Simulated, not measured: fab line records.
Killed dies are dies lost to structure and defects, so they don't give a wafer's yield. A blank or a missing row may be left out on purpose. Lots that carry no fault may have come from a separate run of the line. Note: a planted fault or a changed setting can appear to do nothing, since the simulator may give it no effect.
A lot that was struck, set against a sound lot :: flow sky130 :: 15 steps out of a route of 708
Sound: these wafers, L904.1, L904.5, L904.6. The struck wafers were L906.3, L906.4, L906.6. The cause is given at the end.
Order at every step that has rows: each side's tool, ch and its chambers, its first start. Under that, the readings that differ: sound wafers :: struck wafers :: difference of the means :: sigmas: that difference in standard deviations of wafers without a fault.
alike: same words and numbers on both sides, and readings whose means sit less than 2 such deviations apart. not compared: any withheld reading, any reading some wafer has no value for, any bound like >300 that may hide the same value, and any number with overlapping values for which the record gives no deviation.
The two part at a step that has a row with sigmas, a row that says differs or no value, or rows on one side only. Numbers that don't overlap but have no deviation are shown without sigmas and don't part them. A reading that every wafer of one side lacks parts them only if that side has two wafers or more.

first, 6 steps without rows for these wafers: SKY_GATE_OXIDE_HMDS_04 (prime time 60 s); SKY_GATE_OXIDE_COAT_05 (resist thk 1140 nm); SKY_GATE_OXIDE_SOFTBAKE_06 (time 60 s); SKY_GATE_OXIDE_EXPOSE_07 (exposes mask LVOM, target cd 600 nm); SKY_GATE_OXIDE_PEB_08; SKY_GATE_OXIDE_DEVELOP_09 (develop time 60 s).
SKY_GATE_OXIDE_OVL_MEAS_10:
  sound on overlay-02, day 16 06:34; struck on overlay-02, day 17 01:22
  alike: GATE_OXIDE_OVL
then, 2 steps without rows for these wafers: SKY_GATE_OXIDE_IMPLANT_11; SKY_GATE_OXIDE_WET_ETCH_12 (etches SiO2 in dHF, target depth 16.8 nm, time 336 s).
SKY_GATE_OXIDE_STRIP_13: strips in O2/N2.
  sound on plasmaAsher-01 ch 0,1, day 16 06:52; struck on plasmaAsher-01 ch 0,1, day 17 01:41
  alike: drypumpMotorCurrentA, oesProductAu, stripTimeToEndpointS
  not compared: rfHoursCounterH
SKY_GATE_OXIDE_TW_MEAS_14:
  sound on filmMetro-01, day 16 06:58; struck on filmMetro-02, day 17 01:46
  alike: GATE_OXIDE_TW
then, 1 step without rows for these wafers: SKY_GATE_OXIDE_CLEAN_15 (cleans in SC1/SC2, time 150 s).
-- the record jumps here: 5 days lie between the struck wafers' starts before and after --
SKY_GATE_OXIDE_OXIDATION_16: stabilise 600 s, purge 300 s, target thk 3.57 nm.
  sound on furnace-01 ch 0, day 16 09:33; struck on furnace-01 ch 0, day 22 02:24
  alike: rampUpCPerMin, zonePowerCentrePct, zonePowerLowerPct
then, 1 step without rows for these wafers: SKY_POLY_GATE_CVD_00 (deposits poly-Si, target thk 180 nm, time 720 s).
-- the record jumps here: 31 days lie between the struck wafers' starts before and after (it left off in module POLY_GATE and takes up again in module PAD_OPEN, whose first step shown is number 708 of the route) --
SKY_PAD_OPEN_PROBE_99:
  sound on prober-01, day 47 06:26; struck on prober-01, day 52 17:17
reading: model.etest.capThinOxide.gateBvV (V)
sound: 7.011 7.008 6.943
struck: 6.426 6.312 6.506
difference: -0.573
sigmas: 
  alike: killed_at_M0_to_M3, killed_at_M4_up, killedAtContacts, killedAtFrontEnd, killedAtOther, killedDies, killedOpen, killedShort

WHERE THEY PART
Nowhere in this record.

WHY: what had been put in by the simulator
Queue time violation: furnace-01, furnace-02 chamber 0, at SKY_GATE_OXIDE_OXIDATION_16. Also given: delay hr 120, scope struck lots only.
